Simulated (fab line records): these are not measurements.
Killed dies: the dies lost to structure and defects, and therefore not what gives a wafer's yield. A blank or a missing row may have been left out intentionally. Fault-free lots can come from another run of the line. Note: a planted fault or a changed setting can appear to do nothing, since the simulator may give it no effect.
fab line records	flow sky130
record lots=6	wafers=18	last-day=50
route steps=708 shown CONTACT@421 PAD_OPEN@708
lots that met no fault: taken from a fault-free run of the same line
start-h: the number of hours between the record's first day and the start of the first shown wafer of the lot	wait-h: time in hours since the lot's previous step	" identical to the entry in the row above	L1.1+2: one row covering several wafers at once	- no value present, or no start provided	* or withheld: withheld	< > ~ a bound
route shown NAME@n: a module of which the file shows steps, and the number in the route of the first	usual: mean and standard deviation over wafers with no fault	same: alike in all rows	chamber/n: place in a boat	sites: the reading at each site	_std_site: how widely they spread, as a standard deviation	_edge_site: outer sites' mean less inner sites'	radius-mm: how far each site lies from the wafer's centre	mask NAME#n: copy n	behind: tool/chamber where the wafer was last shaped	hold: the reason the lot was held/the length of the hold in hours/how it ended	device: the n, p or np transistor that did not switch	end of line: tests of these same wafers at the route's end	a step with no rows: only its recipe	killed: dies that structure and defects cost at the first sort, which is not the same as the wafer's yield	map: dies across one wafer; x = killed, . = not, _ = none there
set.NAME: the run value of the setting; set.NAME@STEP: its run value at that earlier step	model.NAME: the simulator's own value behind a step, which no gauge read
a table for each step, a row for each wafer; lots at some steps of the route
services: from which hour (start-h, from the record's first day; less than 0 if before it) a tool's chamber was out of use, for how many hours, and why
## steps
# step SKY_CONTACT_OVL_MEAS_15
# usual CONTACT_OVL=-4/5.5
lot.wafer	tool	chamber	start-h	wait-h	CONTACT_OVL[nm]
L632.1	overlay-02	-	752.08	0.1	2
L632.3	"	-	"	"	-2
L632.6	"	-	"	"	-5
L634.1	overlay-01	-	788.88	0.1	-1
L634.2	"	-	"	"	-3
L634.6	"	-	"	"	-1
L643.1	overlay-01	-	834.52	0.1	-6
L643.4	"	-	"	"	-10
L643.5	"	-	"	"	-5
L642.1	overlay-01	-	834.93	0.1	-7
L642.2	"	-	"	"	-4
L642.4	"	-	"	"	-5
L644.3	overlay-01	-	846.33	0.1	3
L644.4	"	-	"	"	2
L644.6	"	-	"	"	8
L651.1	overlay-01	-	893.68	0.1	-4
L651.2	"	-	"	"	-11
L651.6	"	-	"	"	-5
# step SKY_CONTACT_ETCH_16
# recipe chemistry=N2/H2	target=BARC	ion-energy-ev=200	source-w=500	bias-w=100	pressure-mtorr=30	n2-flow-sccm=100	h2-flow-sccm=200	stop-on=SiO2	time-s=45.9	target-depth-a=600
# usual bias-w=100.0/0.31	drypump-motor-current-A=5.8/0.48	oes-product-au=0.855/0.0047	rf-fwd-power-W=494.4/2.7	throttle-valve-pct=13.225/0.0092
lot.wafer	tool	chamber	start-h	wait-h	bias-w	drypump-motor-current-A	oes-product-au	rf-fwd-power-W	rf-hours-counter-h	throttle-valve-pct
L632.1	rie-diel-04	0	752.12	0.0	99.8	6.5	0.848	497.2	1	13.213
L632.3	"	2	"	"	100.6	5.2	0.855	493.2	9	13.230
L632.6	"	2	"	"	100.4	5.2	0.850	491.6	-	13.232
L634.1	rie-diel-01	2	788.92	0.0	99.6	5.4	0.852	492.1	23	13.232
L634.2	"	0	"	"	99.6	5.6	0.858	498.2	20	13.224
L634.6	"	3	"	"	100.0	5.3	0.849	490.9	-	13.217
L643.1	rie-diel-01	0	834.56	0.0	100.0	5.7	0.857	494.1	21	13.228
L643.4	"	1	"	"	100.0	6.3	0.851	495.8	15	13.216
L643.5	"	0	"	"	100.1	5.7	0.858	496.9	-	13.225
L642.1	rie-diel-02	3	834.97	0.0	100.2	5.3	0.849	496.0	18	13.222
L642.2	"	1	"	"	100.0	6.6	0.859	492.8	7	13.230
L642.4	"	2	"	"	99.8	5.8	0.845	499.0	7	13.212
L644.3	rie-diel-01	3	846.36	0.0	100.0	5.3	0.847	490.9	12	13.228
L644.4	"	0	"	"	99.5	5.6	0.852	495.7	22	13.214
L644.6	"	2	"	"	100.0	5.4	0.849	491.1	-	13.222
L651.1	rie-diel-04	0	893.72	0.0	100.0	6.5	0.856	495.5	5	13.228
L651.2	"	3	"	"	99.8	6.2	0.851	490.6	15	13.209
L651.6	"	0	"	"	100.6	6.5	0.855	495.8	-	13.232
# step SKY_CONTACT_ETCH_17
# recipe target=SiO2	chemistry=C4F8/O2/Ar	stop-on=Si3N4	mask-material=KrF-thick	source-w=1500	bias-w=1200	pressure-mtorr=40	c4f8-flow-sccm=withheld	O2_flow_sccm=6	Ar_flow_sccm=300	time-s=withheld	target-depth-a=3400
# usual bias-w=1200/3.8	oes-product-au=0.892/0.0051	rf-fwd-power-W=1486/6.8
lot.wafer	tool	chamber	start-h	wait-h	bias-w	oes-product-au	rf-fwd-power-W
L632.1	rie-diel-04	0	752.16	0.0	1205	0.897	1493
L632.3	"	2	"	"	1201	0.889	1476
L632.6	"	2	"	"	1199	0.904	1483
L634.1	rie-diel-01	2	788.96	0.0	1197	0.885	1480
L634.2	"	0	"	"	1196	0.889	1492
L634.6	"	3	"	"	1201	0.897	1481
L643.1	rie-diel-01	0	834.60	0.0	1205	0.889	1486
L643.4	"	1	"	"	1196	0.888	1486
L643.5	"	0	"	"	1207	0.889	1490
L642.1	rie-diel-02	3	835.01	0.0	1201	0.888	1485
L642.2	"	1	"	"	1200	0.896	1490
L642.4	"	2	"	"	1200	0.895	1498
L644.3	rie-diel-01	3	846.40	0.0	1193	0.895	1482
L644.4	"	0	"	"	1198	0.886	1485
L644.6	"	2	"	"	1203	0.877	1475
L651.1	rie-diel-04	0	893.76	0.0	1208	0.892	1492
L651.2	"	3	"	"	1201	0.884	1476
L651.6	"	0	"	"	1203	0.890	1494
# step SKY_CONTACT_ETCH_18
# recipe target=Si3N4	chemistry=CHF3/O2	stop-on=TiN	source-w=600	bias-w=200	pressure-mtorr=40	chf3-flow-sccm=50	O2_flow_sccm=5	time-s=39	target-depth-a=750
# usual bias-w=200.1/0.6	drypump-motor-current-A=5.8/0.48	oes-product-au=0.855/0.0087	rf-fwd-power-W=592.8/2.9	throttle-valve-pct=8.794/0.0088
lot.wafer	tool	chamber	start-h	wait-h	bias-w	drypump-motor-current-A	oes-product-au	rf-fwd-power-W	rf-hours-counter-h	throttle-valve-pct
L632.1	rie-diel-04	0	-	-	200.2	6.5	0.852	595.7	1	8.774
L632.3	"	2	"	"	199.7	5.2	0.849	590.6	9	8.804
L632.6	"	2	"	"	200.0	5.2	0.866	589.5	-	8.791
L634.1	rie-diel-01	2	-	-	200.8	5.4	0.865	592.6	23	8.792
L634.2	"	0	"	"	200.4	5.6	0.844	594.8	20	8.792
L634.6	"	3	"	"	200.0	5.3	0.864	590.2	-	8.789
L643.1	rie-diel-01	0	-	-	199.8	5.7	0.858	592.6	21	8.792
L643.4	"	1	"	"	199.0	6.3	0.860	595.3	16	8.787
L643.5	"	0	"	"	200.0	5.7	0.853	592.2	-	8.808
L642.1	rie-diel-02	3	-	-	199.2	5.3	0.856	595.8	18	8.801
L642.2	"	1	"	"	201.0	6.6	0.857	588.8	7	8.788
L642.4	"	2	"	"	199.7	5.8	0.857	593.8	7	8.807
L644.3	rie-diel-01	3	-	-	199.8	5.3	0.852	587.7	12	8.797
L644.4	"	0	"	"	200.1	5.6	0.852	591.9	22	8.790
L644.6	"	2	"	"	199.3	5.4	0.856	590.1	-	8.804
L651.1	rie-diel-04	0	-	-	199.8	6.5	0.867	596.8	5	8.802
L651.2	"	3	"	"	200.2	6.2	0.849	589.1	15	8.796
L651.6	"	0	"	"	199.8	6.5	0.874	600.5	-	8.789
# step SKY_CONTACT_STRIP_19
# recipe chemistry=O2/N2	power-w=1400	pressure-mtorr=1500	platen-temp-c=withheld	o2-flow-sccm=3000	n2-flow-sccm=300	overash-fraction=0.5
# step SKY_CONTACT_STRIP_20
# recipe chemistry=post-etch-residue-remover	time-s=1200	temp-c=72.5
# step SKY_CONTACT_CLEAN_21
# recipe chemistry=IPA	time-s=180	temp-c=25
# step SKY_CONTACT_CLEAN_22
# recipe chemistry=O3/DIW	dry=n2-spin
# step SKY_CONTACT_SPUTTER_23
# recipe material=TiN	target-thk-nm=20	chamber-pressure-pa=5	power-w=4000	time-s=80
# usual throttle-valve-pct=30.0/0.72
lot.wafer	tool	chamber	start-h	wait-h	throttle-valve-pct
L632.1	pvd-sputter-03	-	752.85	0.0	29.7
L632.3	"	-	"	"	28.9
L632.6	"	-	"	"	29.1
L634.1	pvd-sputter-03	-	789.64	0.0	28.8
L634.2	"	-	"	"	29.1
L634.6	"	-	"	"	29.6
L643.1	pvd-sputter-03	-	835.32	0.0	28.9
L643.4	"	-	"	"	30.7
L643.5	"	-	"	"	29.4
L642.1	pvd-sputter-02	-	835.73	0.0	30.6
L642.2	"	-	"	"	30.1
L642.4	"	-	"	"	29.8
L644.3	pvd-sputter-04	-	847.08	0.0	30.9
L644.4	"	-	"	"	30.1
L644.6	"	-	"	"	30.1
L651.1	pvd-sputter-04	-	894.47	0.0	28.6
L651.2	"	-	"	"	30.6
L651.6	"	-	"	"	30.7
# step SKY_CONTACT_CVD_24
# recipe material=W	target-thk-nm=340	time-s=102.12	temp-c=400	pressure-torr=40
# usual heater-power-w=856/42
lot.wafer	tool	chamber	start-h	wait-h	heater-power-w	since-wet-clean-h
L632.1	cvd-w-01	1	752.91	0.0	815	849
L632.3	"	1	"	"	816	-
L632.6	"	1	"	"	814	-
L634.1	cvd-w-02	0	789.70	0.0	844	386
L634.2	"	1	"	"	913	386
L634.6	"	1	"	"	948	-
L643.1	cvd-w-01	0	835.39	0.0	886	931
L643.4	"	0	"	"	854	-
L643.5	"	0	"	"	848	-
L642.1	cvd-w-02	1	835.80	0.0	952	432
L642.2	"	0	"	"	833	432
L642.4	"	1	"	"	966	-
L644.3	cvd-w-02	0	847.18	0.1	824	-
L644.4	"	1	"	"	935	-
L644.6	"	1	"	"	962	-
L651.1	cvd-w-01	1	894.53	0.0	825	991
L651.2	"	0	"	"	876	991
L651.6	"	1	"	"	796	-
# step SKY_CONTACT_RS_MEAS_25
# recipe thk-meas-gauge=four-point-probe	reads=W_of_CONTACT_CVD_24+TiN_of_CONTACT_SPUTTER_23
# usual CONTACT_W_RS=0.339/0.0044
lot.wafer	tool	chamber	start-h	wait-h	CONTACT_W_RS[ohm/sq]
L632.1	film-metro-04	-	753.02	0.1	0.336
L632.3	"	-	"	"	0.333
L632.6	"	-	"	"	0.332
L634.1	film-metro-01	-	789.81	0.1	0.339
L634.2	"	-	"	"	0.340
L634.6	"	-	"	"	0.340
L643.1	film-metro-02	-	835.50	0.1	0.339
L643.4	"	-	"	"	0.339
L643.5	"	-	"	"	0.336
L642.1	film-metro-02	-	835.91	0.1	0.336
L642.2	"	-	"	"	0.342
L642.4	"	-	"	"	0.339
L644.3	film-metro-02	-	847.29	0.1	0.338
L644.4	"	-	"	"	0.337
L644.6	"	-	"	"	0.334
L651.1	film-metro-04	-	894.64	0.1	0.331
L651.2	"	-	"	"	0.333
L651.6	"	-	"	"	0.334
# step SKY_CONTACT_THK_MEAS_26
# recipe thk-meas-gauge=xrf	reads=W_of_CONTACT_CVD_24
# usual CONTACT_W_THK=340/5
lot.wafer	tool	chamber	start-h	wait-h	CONTACT_W_THK[nm]
L632.1	film-metro-04	-	753.14	0.1	341
L632.3	"	-	"	"	346
L632.6	"	-	"	"	349
L634.1	film-metro-01	-	789.93	0.1	343
L634.2	"	-	"	"	340
L634.6	"	-	"	"	342
L643.1	film-metro-02	-	835.62	0.1	337
L643.4	"	-	"	"	336
L643.5	"	-	"	"	337
L642.1	film-metro-02	-	836.03	0.1	339
L642.2	"	-	"	"	332
L642.4	"	-	"	"	336
L644.3	film-metro-02	-	847.39	0.1	341
L644.4	"	-	"	"	343
L644.6	"	-	"	"	349
L651.1	film-metro-04	-	894.76	0.1	345
L651.2	"	-	"	"	343
L651.6	"	-	"	"	343
# step SKY_CONTACT_CMP_27
# recipe stop-on=SiO2	t-overpolish-s=15	down-force-psi=3.5	platen-rpm=60	target-thk-nm=0	pad-velocity-m-s=0.94248
# usual motor-current-A=11.0/1.1	overpolish-run-s=15.000/0.0087	time-to-endpoint-s=83/3.7
lot.wafer	tool	chamber	start-h	wait-h	motor-current-A	overpolish-run-s	time-to-endpoint-s
L632.1	cmp-02	2	753.20	0.1	11.9	14.993	85
L632.3	"	3	"	"	9.6	15.004	89
L632.6	"	2	"	"	11.1	14.994	82
L634.1	cmp-01	1	790.04	0.1	12.8	14.993	89
L634.2	"	2	"	"	11.2	14.998	86
L634.6	"	1	"	"	13.2	15.001	86
L643.4	cmp-01	1	835.71	0.1	12.7	0.039	127
L643.1	"	3	"	"	13.1	0.040	127
L643.5	"	2	"	"	10.9	0.040	127
L642.1	cmp-02	0	836.09	0.1	10.8	15.000	92
L642.2	"	1	"	"	11.8	15.003	83
L642.4	"	2	"	"	11.6	14.984	86
L644.3	cmp-01	2	847.43	0.0	11.4	0.048	127
L644.4	"	1	"	"	12.4	0.046	127
L644.6	"	2	"	"	11.2	0.038	128
L651.1	cmp-02	1	894.82	0.1	11.4	14.994	80
L651.2	"	0	"	"	10.6	15.011	82
L651.6	"	1	"	"	11.6	15.009	80
# step SKY_PAD_OPEN_PROBE_99
# usual killed_at_M0_to_M3=43/6.8	killed_at_M4_up=3.1/1.6	killed-at-contacts=24/5.4	killed-at-front-end=16/4.4	killed-at-other=0.2/0.48	killed-dies=87/8.8	killed-on-rim=17/3.4	killed-open=48/6.4	killed-short=39/6.2
# same gross-dies=492	killed-at-back-side=0
lot.wafer	tool	chamber	start-h	wait-h	killed_at_M0_to_M3	killed_at_M4_up	killed-at-contacts	killed-at-front-end	killed-at-other	killed-dies	killed-on-rim	killed-open	killed-short
L632.1	prober-01	-	1088.88	0.1	47	4	26	16	0	93	15	53	40
L632.3	prober-01	-	1088.98	0.2	43	4	26	10	0	83	15	49	34
L632.6	prober-01	-	1089.13	0.2	47	4	31	9	1	92	22	49	43
L634.1	prober-02	-	1118.58	0.1	37	3	20	15	1	76	16	39	37
L634.2	prober-02	-	1118.63	0.1	42	3	29	15	0	89	18	40	49
L634.6	prober-02	-	1118.83	0.2	49	1	15	10	0	75	18	39	36
L642.1	prober-01	-	1149.05	0.1	38	2	26	17	0	83	22	43	40
L642.2	prober-01	-	1149.10	0.1	46	4	37	7	1	95	18	50	45
L642.4	prober-01	-	1149.20	0.2	52	5	24	16	0	97	20	49	48
L643.1	prober-02	-	1151.69	0.1	37	5	431	19	0	492	96	45	38
L643.4	prober-02	-	1151.84	0.2	45	5	426	15	1	492	96	48	37
L643.5	prober-02	-	1151.89	0.2	36	0	445	10	1	492	96	37	31
L644.3	prober-01	-	1157.92	0.2	48	4	428	12	0	492	96	54	34
L644.4	prober-01	-	1157.97	0.2	42	2	430	18	0	492	96	46	31
L644.6	prober-01	-	1158.07	0.2	56	3	421	12	0	492	96	49	42
L651.1	prober-01	-	1191.63	0.1	47	1	25	19	0	92	15	66	26
L651.2	prober-01	-	1191.68	0.1	38	3	17	12	0	70	11	42	28
L651.6	prober-01	-	1191.88	0.2	54	1	14	18	0	87	21	47	40
# killed by level:class
L632.1 VIA1:geometric-particle:open=14 VIA1:geometric-particle:short=10 LI_CONTACT:geometric-particle:open=9 CONTACT:geometric-particle:open=6 METAL1:geometric-particle:short=5 FIELD_ISO:geometric-particle:open=4 LOCAL_INTERCONNECT:geometric-particle:open=4 CONTACT:geometric-particle:short=4
L632.3 CONTACT:geometric-particle:open=13 VIA1:geometric-particle:open=8 METAL1:geometric-particle:short=7 VIA3:geometric-particle:open=6 LI_CONTACT:geometric-particle:open=5 VIA1:geometric-particle:short=5 METAL2:geometric-particle:short=5 CONTACT:geometric-particle:short=4
L632.6 VIA1:geometric-particle:open=15 CONTACT:geometric-particle:open=11 METAL2:geometric-particle:short=8 LI_CONTACT:geometric-particle:short=6 LOCAL_INTERCONNECT:geometric-particle:short=5 VIA2:geometric-particle:open=5 METAL1:geometric-particle:short=4 POLY_GATE:geometric-particle:open=4
L634.1 VIA1:geometric-particle:open=11 METAL1:geometric-particle:short=8 CONTACT:geometric-particle:open=7 FIELD_ISO:geometric-particle:open=5 VIA2:geometric-particle:open=5 LI_CONTACT:geometric-particle:open=5 CONTACT:geometric-particle:short=4 METAL2:geometric-particle:short=4
L634.2 CONTACT:geometric-particle:open=12 METAL2:geometric-particle:short=9 VIA1:geometric-particle:open=7 LI_CONTACT:geometric-particle:short=6 POLY_GATE:geometric-particle:short=5 VIA1:geometric-particle:short=5 METAL3:geometric-particle:short=5 LI_CONTACT:geometric-particle:open=4
L634.6 VIA1:geometric-particle:open=12 VIA2:geometric-particle:open=7 CONTACT:geometric-particle:open=6 METAL1:geometric-particle:short=6 METAL2:geometric-particle:short=5 VIA1:geometric-particle:short=5 LI_CONTACT:geometric-particle:open=4 METAL2:geometric-particle:open=4
L642.1 LI_CONTACT:geometric-particle:open=12 METAL1:geometric-particle:short=7 CONTACT:geometric-particle:open=7 VIA1:geometric-particle:open=7 CONTACT:geometric-particle:short=5 VIA3:geometric-particle:short=5 FIELD_ISO:geometric-particle:short=4 POLY_GATE:geometric-particle:short=4
L642.2 VIA1:geometric-particle:open=13 CONTACT:geometric-particle:open=11 LI_CONTACT:geometric-particle:open=8 CONTACT:geometric-particle:short=8 LI_CONTACT:geometric-particle:short=7 METAL2:geometric-particle:short=6 VIA3:geometric-particle:open=6 METAL1:geometric-particle:short=5
L642.4 VIA1:geometric-particle:open=11 CONTACT:geometric-particle:open=9 METAL1:geometric-particle:short=7 VIA2:geometric-particle:short=7 VIA2:geometric-particle:open=7 VIA3:geometric-particle:open=6 FIELD_ISO:geometric-particle:short=5 CONTACT:geometric-particle:short=5
L643.1 CONTACT:area-cmp=409 CONTACT:geometric-particle:open=12 VIA1:geometric-particle:open=8 VIA2:geometric-particle:open=7 POLY_GATE:geometric-particle:open=4 POLY_GATE:geometric-particle:short=4 SPACER:geometric-particle:short=4 LI_CONTACT:geometric-particle:open=4
L643.4 CONTACT:area-cmp=407 VIA1:geometric-particle:open=12 CONTACT:geometric-particle:open=10 METAL2:geometric-particle:short=6 VIA2:geometric-particle:open=6 VIA3:geometric-particle:open=5 POLY_GATE:geometric-particle:short=4 POLY_GATE:geometric-particle:open=4
L643.5 CONTACT:area-cmp=424 CONTACT:geometric-particle:open=9 LI_CONTACT:geometric-particle:open=7 VIA3:geometric-particle:open=7 VIA1:geometric-particle:short=6 METAL2:geometric-particle:short=5 VIA2:geometric-particle:open=4 VIA1:geometric-particle:open=4
L644.3 CONTACT:area-cmp=404 VIA1:geometric-particle:open=17 CONTACT:geometric-particle:open=10 VIA3:geometric-particle:open=7 VIA2:geometric-particle:open=6 CONTACT:geometric-particle:short=5 VIA1:geometric-particle:short=5 VIA3:geometric-particle:short=5
L644.4 CONTACT:area-cmp=415 VIA1:geometric-particle:open=10 VIA1:geometric-particle:short=7 VIA2:geometric-particle:open=7 CONTACT:geometric-particle:open=6 FIELD_ISO:geometric-particle:open=5 POLY_GATE:geometric-particle:open=4 LI_CONTACT:geometric-particle:open=4
L644.6 CONTACT:area-cmp=401 VIA1:geometric-particle:open=15 LI_CONTACT:geometric-particle:open=9 VIA3:geometric-particle:short=7 FIELD_ISO:geometric-particle:short=6 VIA2:geometric-particle:open=5 VIA2:geometric-particle:short=5 VIA3:geometric-particle:open=5
L651.1 VIA1:geometric-particle:open=17 LI_CONTACT:geometric-particle:open=10 CONTACT:geometric-particle:open=9 VIA3:geometric-particle:open=7 POLY_GATE:geometric-particle:open=6 VIA2:geometric-particle:open=6 VIA2:geometric-particle:short=5 METAL3:geometric-particle:short=5
L651.2 VIA1:geometric-particle:open=14 POLY_GATE:geometric-particle:short=6 CONTACT:geometric-particle:open=6 METAL2:geometric-particle:short=6 POLY_GATE:geometric-particle:open=4 LI_CONTACT:geometric-particle:open=4 METAL1:geometric-particle:short=4 VIA3:geometric-particle:open=4
L651.6 METAL2:geometric-particle:short=11 VIA1:geometric-particle:open=9 VIA2:geometric-particle:open=7 POLY_GATE:geometric-particle:open=7 VIA1:geometric-particle:short=6 VIA3:geometric-particle:open=6 METAL1:geometric-particle:short=5 LI_CONTACT:geometric-particle:open=5
# map L643.1 (x killed, . not)
__________xxxxxxxxxx_________
________xxxxxxxxxxxxxx_______
______xxxxxxxxxxxxxxxxxx_____
_____xxxxxxxxxxxxxxxxxxxx____
____xxxxxxxxxxxxxxxxxxxxxx___
___xxxxxxxxxxxxxxxxxxxxxxxx__
__xxxxxxxxxxxxxxxxxxxxxxxxxx_
_xxxxxxxxxxxxxxxxxxxxxxxxxxxx
_xxxxxxxxxxxxxxxxxxxxxxxxxxxx
_xxxxxxxxxxxxxxxxxxxxxxxxxxxx
_xxxxxxxxxxxxxxxxxxxxxxxxxxxx
_xxxxxxxxxxxxxxxxxxxxxxxxxxxx
_xxxxxxxxxxxxxxxxxxxxxxxxxxxx
_xxxxxxxxxxxxxxxxxxxxxxxxxxxx
_xxxxxxxxxxxxxxxxxxxxxxxxxxxx
__xxxxxxxxxxxxxxxxxxxxxxxxxx_
___xxxxxxxxxxxxxxxxxxxxxxxx__
____xxxxxxxxxxxxxxxxxxxxxx___
_____xxxxxxxxxxxxxxxxxxxx____
______xxxxxxxxxxxxxxxxxx_____
________xxxxxxxxxxxxxx_______
__________xxxxxxxxxx_________
# map L644.3 (x killed, . not)
__________xxxxxxxxxx_________
________xxxxxxxxxxxxxx_______
______xxxxxxxxxxxxxxxxxx_____
_____xxxxxxxxxxxxxxxxxxxx____
____xxxxxxxxxxxxxxxxxxxxxx___
___xxxxxxxxxxxxxxxxxxxxxxxx__
__xxxxxxxxxxxxxxxxxxxxxxxxxx_
_xxxxxxxxxxxxxxxxxxxxxxxxxxxx
_xxxxxxxxxxxxxxxxxxxxxxxxxxxx
_xxxxxxxxxxxxxxxxxxxxxxxxxxxx
_xxxxxxxxxxxxxxxxxxxxxxxxxxxx
_xxxxxxxxxxxxxxxxxxxxxxxxxxxx
_xxxxxxxxxxxxxxxxxxxxxxxxxxxx
_xxxxxxxxxxxxxxxxxxxxxxxxxxxx
_xxxxxxxxxxxxxxxxxxxxxxxxxxxx
__xxxxxxxxxxxxxxxxxxxxxxxxxx_
___xxxxxxxxxxxxxxxxxxxxxxxx__
____xxxxxxxxxxxxxxxxxxxxxx___
_____xxxxxxxxxxxxxxxxxxxx____
______xxxxxxxxxxxxxxxxxx_____
________xxxxxxxxxxxxxx_______
__________xxxxxxxxxx_________
## services
tool	chamber	start-h	hours	kind
pvd-sputter-04	-	743.89	18.3	repair
cmp-02	-	744.00	4.0	pm
cvd-w-02	-	750.49	2.8	pm
pvd-sputter-03	-	753.47	11.7	repair
rie-diel-04	2	767.37	5.5	repair
cmp-02	-	769.91	0.8	repair
pvd-sputter-04	-	770.24	3.4	repair
cmp-02	-	780.19	1.7	repair
rie-diel-02	0	792.60	5.5	repair
cvd-w-02	0	797.68	13.3	repair
rie-diel-02	3	799.76	14.3	repair
rie-diel-01	-	812.72	1.2	repair
rie-diel-04	3	820.54	7.2	repair
cmp-02	-	821.38	4.5	pm
cvd-w-02	-	828.51	0.6	repair
cmp-01	-	849.54	1.2	repair
cvd-w-01	-	849.90	6.0	pm
cmp-02	-	850.99	2.2	repair
rie-diel-04	0	851.15	15.5	repair
cvd-w-02	1	866.69	14.3	repair
rie-diel-02	0	867.23	4.6	repair
cmp-01	-	879.00	9.9	pm
cvd-w-02	0	892.23	10.6	repair
cvd-w-02	1	894.14	20.5	repair
## key
first-sign step=SKY_CONTACT_CMP_27	reading=overpolish-run-s	direction=down	sigmas=99+	usual=15.000	struck=0.042
effect step=SKY_CONTACT_CMP_27	reading=time-to-endpoint-s	direction=up	sigmas=12	usual=*	struck=*
effect step=SKY_PAD_OPEN_PROBE_99	reading=killed-at-contacts	direction=up	sigmas=75	usual=24	struck=430
more-kills-born-at SKY_CONTACT_CMP_27@cmp-01=2460
met-at SKY_CONTACT_CMP_27
struck-wafers L643.1,L643.4,L643.5,L644.3,L644.4,L644.6
later-rows-left-out L643.1,L643.4,L643.5,L644.3,L644.4,L644.6
tester-left-out L643,L644
onset-between 790.04 835.71
fault kind=process-parameter-drift	tool=cmp-01	chamber=-	onset-h=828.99	steps=SKY_CONTACT_CMP_27	channel=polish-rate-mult	offset=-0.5	shape=step	end-h=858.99
# tester-left-out: of these lots the tester's yield and bins aren't shown, on N5 and GAA mostly nor the transistor test; their killed dies are dies lost to structure and defects alone, not to doping, threshold or leakage, so they don't give the yield
# later-rows-left-out: the simulator's readings of these wafers behind a module that went badly wrong aren't trusted and aren't shown, but for the sort
